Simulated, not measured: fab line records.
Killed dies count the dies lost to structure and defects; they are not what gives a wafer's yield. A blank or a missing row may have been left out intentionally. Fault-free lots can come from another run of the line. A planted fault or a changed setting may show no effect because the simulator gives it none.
Split-lot experiment | flow sky130 | 23 wafers read from 5 lots, route of 708 steps

## THE SPLIT ITSELF
At SKY_POLY_GATE_EXPOSE_10 (exposes mask P1M, target cd 150 nm), the setting dose_mj was moved away from the recipe's 28 on 10 of the 23 wafers read, by -7.3% to +2.0%. The other wafers ran this setting at the recipe's value.

## FROM THE SPLIT TO THE READING: what the file shows between them, 9 steps
- SKY_POLY_GATE_PEB_11
- SKY_POLY_GATE_DEVELOP_12: develop time 58.51 s
- SKY_POLY_GATE_CD_MEAS_13: target cd 150 nm
- SKY_POLY_GATE_ETCH_15: etches BARC in N2/H2, stops on SiO2, time 118.5 s, target depth 110 nm
- SKY_POLY_GATE_ETCH_16: etches Si3N4 in CH3F/O2, stops on poly-Si, time 147.5 s, target depth 75 nm (also split here: bias_w)
- SKY_POLY_GATE_ETCH_17: etches poly-Si in HBr/Cl2, stops on SiO2, target depth 180 nm, time 70.5 s
- SKY_POLY_GATE_STRIP_18: strips in O2/N2
- SKY_POLY_GATE_CLEAN_19: cleans in SC1/SC2, time 150 s
- SKY_POLY_GATE_OXIDATION_20: stabilise 600 s, purge 300 s, target thk 4 nm

## THE READING
cd_nm, in nm, at SKY_POLY_GATE_CD_MEAS_22. Typical for fault-free wafers on this fab line: 149.0 nm, with standard deviation 2.1 nm.

wafer  | tool, chamber at the split | dose_mj as run | against the recipe | cd_nm, nm | against lot-mates on the recipe
L079.1 | krf_scanner-02, 0          | 28             | recipe             | 147.4     | -
L079.2 | krf_scanner-02, 0          | 28.55          | +2.0%              | 146.1     | -3.8
L079.3 | krf_scanner-02, 0          | 28.55          | +2.0%              | 149.7     | -0.2
L079.4 | krf_scanner-02, 0          | 28             | recipe             | 152.5     | -
L079.6 | krf_scanner-02, 0          | 28.55          | +2.0%              | 148.6     | -1.3
L077.1 | krf_scanner-01, 0          | 25.95          | -7.3%              | 160.3     | +10.9
L077.2 | krf_scanner-01, 0          | 25.95          | -7.3%              | 161.6     | +12.2
L077.3 | krf_scanner-01, 0          | 28             | recipe             | 149.4     | -
L077.5 | krf_scanner-01, 0          | 28             | recipe             | 149.1     | -
L077.6 | krf_scanner-01, 0          | 28             | recipe             | 149.8     | -
L080.1 | krf_scanner-02, 0          | 28             | recipe             | 147.7     | -
L080.2 | krf_scanner-02, 0          | 28             | recipe             | 147.0     | -
L080.4 | krf_scanner-02, 0          | 26.86          | -4.1%              | 153.4     | +5.3
L080.5 | krf_scanner-02, 0          | 26.86          | -4.1%              | 153.6     | +5.5
L080.6 | krf_scanner-02, 0          | 28             | recipe             | 149.7     | -
L084.1 | krf_scanner-02, 0          | 28             | recipe             | 150.8     | -
L084.3 | krf_scanner-02, 0          | 26.35          | -5.9%              | 159.1     | +6.7
L084.4 | krf_scanner-02, 0          | 26.35          | -5.9%              | 159.5     | +7.1
L084.5 | krf_scanner-02, 0          | 28             | recipe             | 154.0     | -
L084.6 | krf_scanner-02, 0          | 26.35          | -5.9%              | 156.6     | +4.2
L085.3 | krf_scanner-02, 0          | 28             | recipe             | 145.6     | -
L085.4 | krf_scanner-02, 0          | 28             | recipe             | 149.3     | -
L085.5 | krf_scanner-02, 0          | 28             | recipe             | 148.0     | -

THE FIT
A straight line over all 23 wafers: cd_nm changes by -1.42 nm for each +1% of dose_mj; r = -0.91; the points scatter about the line by 2.1 nm.
The same after taking each lot's own level away (the mean of its wafers on the recipe; 23 wafers): -1.27 nm for each +1%; r = -0.92; scatter 1.7 nm.
Per that fit: largest dose_mj move, reading shift of 9.3 nm.
The span of the lots' own levels, 147.63 to 152.40 nm, comes to 2.3 times the standard deviation stated above.
In other words, the slope is changed by the lot-to-lot level; the two fits disagree.
Check: with one of the wafers moved furthest among these (-7.3%) left out of the fit, the line predicts +9.02 nm for it against its lot-mates. Against them it came out at +10.9 nm.

## THE OTHER SPLITS THESE WAFERS WENT THROUGH
Before the reading, these wafers also passed through other splits. Each is held against what the fit with the lots' levels taken away leaves over:
other split on the same wafers    | wafers away from the commonest value | r with cd_nm (lot level and that fit taken away)
SKY_RES_PROTECT_EXPOSE_04 dose_mj | 9                                    | -0.40
SKY_POLY_GATE_ETCH_16 bias_w      | 9                                    | -0.31

## THE WHOLE CHAIN: every reading that the file lists as answering this split, in the file's order
step                     | what it does                                                                | reading                                                          | change (the file's fit)              | r (the file's)
SKY_POLY_GATE_DEVELOP_12 | develop time 58.51 s                                                        | POLY_GATE.cd_nm (the simulator's own value, which no gauge read) | -1.75 nm for each +1% of the setting | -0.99
SKY_POLY_GATE_CD_MEAS_13 | target cd 150 nm                                                            | cd_nm                                                            | -1.75 nm for each +1% of the setting | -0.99
SKY_POLY_GATE_ETCH_15    | etches BARC in N2/H2, stops on SiO2, time 118.5 s, target depth 110 nm      | POLY_GATE.cd_nm (the simulator's own value, which no gauge read) | -1.49 nm for each +1% of the setting | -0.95
SKY_POLY_GATE_ETCH_16    | etches Si3N4 in CH3F/O2, stops on poly-Si, time 147.5 s, target depth 75 nm | POLY_GATE.cd_nm (the simulator's own value, which no gauge read) | -1.44 nm for each +1% of the setting | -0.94
SKY_POLY_GATE_ETCH_17    | etches poly-Si in HBr/Cl2, stops on SiO2, target depth 180 nm, time 70.5 s  | POLY_GATE.cd_nm (the simulator's own value, which no gauge read) | -1.34 nm for each +1% of the setting | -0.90
SKY_POLY_GATE_CD_MEAS_22 |                                                                             | cd_nm                                                            | -1.33 nm for each +1% of the setting | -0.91

## FILE'S OWN FIT
cd_nm changes by -1.33 nm for each +1% of dose_mj, r = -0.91.
